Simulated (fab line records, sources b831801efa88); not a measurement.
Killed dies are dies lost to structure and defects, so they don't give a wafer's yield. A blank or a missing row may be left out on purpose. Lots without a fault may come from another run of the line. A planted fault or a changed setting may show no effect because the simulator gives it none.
fab line records | flow sfq_line
record lots=7 wafers=21 last_day=83
route steps=325 shown M0@28
lots that met no fault: from a run of the same line without faults
start_h: hours from the record's first day to the start of the lot's first wafer shown | wait_h: hours since the lot's step before | " the same as in the row above | L1.1+2: a row that stands for several wafers | - no value, or no start given | * or withheld: withheld | < > ~ a bound
route shown NAME@n: a module of which the file shows steps, and the number in the route of the first | usual: mean/standard deviation of fault-free wafers | same: alike in all rows | chamber/n: place in a boat | sites: the reading at each site | _std_site: their standard deviation | _edge_site: outer sites' mean less inner sites' | radius_mm: how far each site lies from the wafer's centre | mask NAME#n: copy n | behind: the tool/chamber that last shaped the wafer | hold: why the lot was held/for how many hours/how that ended | device: the transistor (n, p or np) that didn't switch | end of line: the same wafers' tests at the end of the route | a step without rows: its recipe alone | killed: dies lost to structure and defects at the first sort, not the wafer's yield | map: a wafer's dies, x killed, . not, _ none there
set.NAME: the setting as run; set.NAME@STEP: as run at that earlier step | model.NAME: the simulator's own value behind a step, which no gauge read
lots at some steps of the route; a table a step, a row a wafer
services: from which hour (start_h, from the record's first day; less than 0 if before it) a tool's chamber was out of use, for how many hours, and why
## steps
# step SFQ_TRILAYER_M0_DEP_PRE_CLEAN_020
# recipe gas=Ar time_s=15 bias_v=250
# step SFQ_TRILAYER_M0_DEP_SPUTTER_019
# recipe material=Nb base_pressure_pa=1.33e-06 chamber_pressure_pa=0.1333 substrate_temp_c=20 resputter_cathode_voltage_v=400 target_thk_nm=200 power_w=2000 time_s=133.3
# usual throttle_valve_pct=30.0/1.3
# same time_s=133.3
# columns lot.wafer tool chamber start_h wait_h throttle_valve_pct
L640.3 pvd_sputter-06 - 192.42 0.0 29.4
L640.4 " - " " 29.4
L640.5 " - " " 29.0
L641.2 pvd_sputter-05 - 205.85 0.0 30.9
L641.3 " - " " 30.3
L641.4 " - " " 32.0
L648.3 pvd_sputter-05 - 254.11 0.0 30.7
L648.4 " - " " 30.4
L648.6 " - " " 30.3
L649.1 pvd_sputter-03 - 264.86 0.0 28.6
L649.2 " - " " 30.0
L649.5 " - " " 31.7
L650.4 pvd_sputter-05 - 268.46 0.0 28.2
L650.5 " - " " 28.6
L650.6 " - " " 30.9
L655.2 pvd_sputter-03 - 305.61 0.0 29.9
L655.4 " - " " 28.7
L655.6 " - " " 29.9
L658.2 pvd_sputter-05 - 327.92 0.0 28.4
L658.4 " - " " 31.9
L658.6 " - " " 31.8
# step SFQ_M0_RS_MEAS_904
# recipe thk_meas_gauge=four-point-probe reads=Nb_of_TRILAYER_M0_DEP_SPUTTER_019
# usual M0_NB_RS=0.891/0.012
# columns lot.wafer tool chamber start_h wait_h M0_NB_RS[ohm/sq]
L640.3 film_metro-03 - 192.55 0.1 0.896
L640.4 " - " " 0.885
L640.5 " - " " 0.874
L641.2 film_metro-01 - 205.96 0.1 0.865
L641.3 " - " " 0.883
L641.4 " - " " 0.882
L648.3 film_metro-03 - 254.24 0.1 0.877
L648.4 " - " " 0.901
L648.6 " - " " 0.907
L649.1 film_metro-02 - 264.95 0.0 0.874
L649.2 " - " " 0.869
L649.5 " - " " 0.893
L650.4 film_metro-03 - 268.61 0.1 0.898
L650.5 " - " " 0.902
L650.6 " - " " 0.881
L655.2 film_metro-03 - 305.72 0.1 0.897
L655.4 " - " " 0.902
L655.6 " - " " 0.899
L658.2 film_metro-03 - 328.03 0.1 0.900
L658.4 " - " " 0.889
L658.6 " - " " 0.888
# step SFQ_TRILAYER_M0_LITHO_COAT_026
# recipe resist=BARC spin_rpm=3000 resist_thk_nm=62
# step SFQ_TRILAYER_M0_LITHO_COAT_021
# recipe resist=KrF spin_rpm=3000 resist_thk_nm=600
# step SFQ_TRILAYER_M0_LITHO_SOFTBAKE_025
# recipe temp_c=withheld time_s=withheld resist=KrF
# step SFQ_TRILAYER_M0_LITHO_EXPOSE_022
# recipe mask_id=M0 na=0.6 source_shape=conventional sigma_outer=0.65 target_cd_nm=500 dose_mj=14.4
# step SFQ_TRILAYER_M0_LITHO_PEB_024
# recipe peb_temp_c=115 peb_time_s=60 resist=KrF
# step SFQ_TRILAYER_M0_LITHO_DEVELOP_023
# recipe time_s=60 resist=KrF
# step SFQ_M0_OVL_MEAS_906
# usual M0_OVL=-6/6.9
# columns lot.wafer tool chamber start_h wait_h M0_OVL[nm]
L640.3 overlay-02 - 292.70 0.1 -9
L640.4 " - " " -8
L640.5 " - " " -8
L641.2 overlay-01 - 302.29 0.1 -6
L641.3 " - " " -6
L641.4 " - " " -8
L648.3 overlay-02 - 365.66 0.1 -2
L648.4 " - " " 5
L648.6 " - " " -2
L649.1 overlay-01 - 381.37 0.1 -10
L649.2 " - " " -9
L649.5 " - " " -1
L650.4 overlay-02 - 387.39 0.1 -2
L650.5 " - " " 7
L650.6 " - " " 2
L655.2 overlay-02 - 439.21 0.1 -14
L655.4 " - " " -9
L655.6 " - " " -11
L658.2 overlay-02 - 468.14 0.1 -17
L658.4 " - " " -15
L658.6 " - " " -14
# step SFQ_TRILAYER_M0_BARC_OPEN_METAL_ETCH_031
# recipe mask_material=PR chemistry=O2 target_depth_nm=125 target=BARC icp_w=600 bias_w=80 pressure_mtorr=10 time_s=41.7
# usual chamber_pressure_mTorr=9.998/0.0087 drypump_motor_current_A=5.55/0.28 he_backside_leak_sccm=3.46/0.25 oes_product_au=0.685/0.0044
# same time_s=41.7
# columns lot.wafer tool chamber start_h wait_h chamber_pressure_mTorr drypump_motor_current_A he_backside_leak_sccm oes_product_au rf_hours_counter_h
L640.3 rie_metal-02 1 292.74 0.0 9.994 5.88 3.10 0.684 -
L640.4 " 0 " " 9.996 5.64 3.96 0.685 -
L640.5 " 0 " " 10.010 5.66 3.58 0.684 -
L641.2 rie_metal-01 0 302.34 0.0 9.980 5.34 3.32 0.683 -
L641.3 " 0 " " 9.990 5.33 3.19 0.691 -
L641.4 " 0 " " 9.995 5.34 3.13 0.688 -
L648.3 rie_metal-01 0 365.72 0.1 9.994 5.34 3.29 0.682 -
L648.4 " 0 " " 9.987 5.35 3.20 0.693 -
L648.6 " 0 " " 10.004 5.36 3.19 0.684 -
L649.1 rie_metal-01 0 381.41 0.0 9.995 5.32 3.15 0.687 111
L649.2 " 1 " " 10.008 6.06 3.51 0.687 7
L649.5 " 0 " " 9.982 5.33 3.28 0.683 -
L650.4 rie_metal-01 1 387.43 0.0 9.991 6.07 3.77 0.676 -
L650.5 " 0 " " 9.996 5.33 3.24 0.687 -
L650.6 " 1 " " 10.008 6.08 3.95 0.684 -
L655.2 rie_metal-02 0 439.24 0.0 10.001 5.64 3.51 0.690 39
L655.4 " 0 " " 9.990 5.62 3.55 0.683 -
L655.6 " 0 " " 9.990 5.64 3.62 0.691 -
L658.2 rie_metal-02 1 468.17 0.0 10.003 5.90 3.29 0.688 58
L658.4 " 1 " " 10.006 5.88 3.25 0.680 -
L658.6 " 0 " " 9.986 5.66 3.61 0.691 -
# step SFQ_TRILAYER_M0_ETCH_METAL_ETCH_024
# recipe target=Nb stop_on=SiO2 mask_material=PR chemistry=Cl2/Ar target_depth_nm=240 icp_w=600 bias_w=80 pressure_mtorr=10 time_s=120
# usual chamber_pressure_mTorr=10.000/0.0082 drypump_motor_current_A=5.55/0.28 he_backside_leak_sccm=3.4/0.31 oes_product_au=0.894/0.0087
# same time_s=120
# columns lot.wafer tool chamber start_h wait_h chamber_pressure_mTorr drypump_motor_current_A he_backside_leak_sccm oes_product_au rf_hours_counter_h
L640.3 rie_metal-02 1 292.83 0.1 10.006 5.87 3.0 0.877 -
L640.4 " 0 " " 10.006 5.63 3.6 0.896 -
L640.5 " 0 " " 10.004 5.64 3.5 0.900 -
L641.2 rie_metal-01 0 302.49 0.1 10.003 5.34 3.0 0.909 -
L641.3 " 0 " " 9.995 5.37 3.0 0.901 -
L641.4 " 0 " " 10.009 5.35 3.3 0.903 -
L648.3 rie_metal-01 0 365.88 0.1 12.001 5.31 3.1 0.902 -
L648.4 " 0 " " 12.001 5.34 3.1 0.887 -
L648.6 " 0 " " 11.985 5.34 3.3 0.892 -
L649.1 rie_metal-01 0 381.47 0.0 11.993 5.36 3.3 0.909 111
L649.2 " 1 " " 10.016 6.06 3.6 0.904 7
L649.5 " 0 " " 11.999 5.35 3.3 0.900 -
L650.4 rie_metal-01 1 387.51 0.1 10.012 6.09 3.7 0.885 -
L650.5 " 0 " " 11.997 5.35 3.4 0.899 -
L650.6 " 1 " " 10.016 6.08 3.6 0.902 -
L655.2 rie_metal-02 0 439.30 0.0 9.997 5.64 3.8 0.886 39
L655.4 " 0 " " 9.998 5.63 3.7 0.888 -
L655.6 " 0 " " 10.004 5.65 3.9 0.892 -
L658.2 rie_metal-02 1 468.23 0.0 10.005 5.87 3.2 0.887 59
L658.4 " 1 " " 10.004 5.88 3.2 0.897 -
L658.6 " 0 " " 9.992 5.64 3.5 0.895 -
# step SFQ_TRILAYER_M0_STRIP_STRIP_025
# recipe gas=O2 power_w=200 platen_temp_c=40 overash_fraction=0.65 chemistry=O2 pressure_mtorr=50
# usual drypump_motor_current_A=5.55/0.28 he_backside_leak_sccm=3.45/0.29 oes_product_au=0.998/0.015
# columns lot.wafer tool chamber start_h wait_h drypump_motor_current_A he_backside_leak_sccm oes_product_au rf_hours_counter_h
L640.3 rie_metal-02 1 293.11 0.2 5.89 2.99 0.975 -
L640.4 " 0 " " 5.63 3.70 0.983 -
L640.5 " 0 " " 5.63 3.68 0.988 -
L641.2 rie_metal-01 0 302.89 0.4 5.35 3.07 0.976 -
L641.3 " 0 " " 5.33 2.97 0.983 -
L641.4 " 0 " " 5.36 3.01 0.979 -
L648.3 rie_metal-01 0 366.45 0.5 5.35 3.16 0.966 -
L648.4 " 0 " " 5.36 3.27 0.976 -
L648.6 " 0 " " 5.36 3.25 0.969 -
L649.1 rie_metal-01 0 381.59 0.1 5.35 3.26 0.985 111
L649.2 " 1 " " 6.09 3.82 0.992 7
L649.5 " 0 " " 5.34 3.34 0.987 -
L650.4 rie_metal-01 1 387.79 0.2 6.06 3.91 1.004 -
L650.5 " 0 " " 5.34 3.33 0.976 -
L650.6 " 1 " " 6.10 3.67 0.997 -
L655.2 rie_metal-02 0 439.43 0.1 5.63 3.49 0.992 39
L655.4 " 0 " " 5.64 3.56 0.988 -
L655.6 " 0 " " 5.64 3.52 1.000 -
L658.2 rie_metal-02 1 468.35 0.1 5.88 3.37 1.005 59
L658.4 " 1 " " 5.88 3.23 1.003 -
L658.6 " 0 " " 5.64 3.71 0.988 -
## services
# columns tool chamber start_h hours kind
pvd_sputter-05 - 171.34 1.0 repair
rie_metal-02 0 179.07 - clean
rie_metal-02 0 179.07 27.3 scheduled_down
rie_metal-02 0 179.07 27.3 vent_cycle
pvd_sputter-06 - 207.03 3.2 repair
rie_metal-02 1 214.58 39.9 repair
rie_metal-01 0 279.19 10.5 repair
rie_metal-01 1 297.05 - clean
rie_metal-01 1 297.05 15.1 scheduled_down
rie_metal-01 1 297.05 15.1 vent_cycle
pvd_sputter-03 - 310.75 8.5 repair
pvd_sputter-06 - 316.14 2.9 repair
rie_metal-01 - 341.61 12.1 repair
rie_metal-01 1 346.13 21.6 repair
pvd_sputter-05 - 354.23 3.8 repair
rie_metal-02 - 367.07 14.6 pm
pvd_sputter-05 - 395.27 5.8 repair
pvd_sputter-06 - 417.59 9.3 repair
pvd_sputter-05 - 437.15 4.4 repair
pvd_sputter-06 - 441.22 3.7 repair
pvd_sputter-06 - 462.08 1.7 repair
## key
first_sign step=SFQ_TRILAYER_M0_ETCH_METAL_ETCH_024 reading=chamber_pressure_mTorr direction=up sigmas=99+ usual=10.000 struck=11.996
effect none on later readings
met_at SFQ_TRILAYER_M0_ETCH_METAL_ETCH_024
struck_wafers L648.3,L648.4,L648.6,L649.1,L649.5,L650.5
onset_between 302.49 365.88
fault kind=process_parameter_drift tool=rie_metal-01 chamber=0 onset_h=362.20 steps=SFQ_TRILAYER_M0_ETCH_METAL_ETCH_024 channel=pressure_mtorr offset=2 shape=step end_h=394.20 acts_in=these_recipes_only stated=10
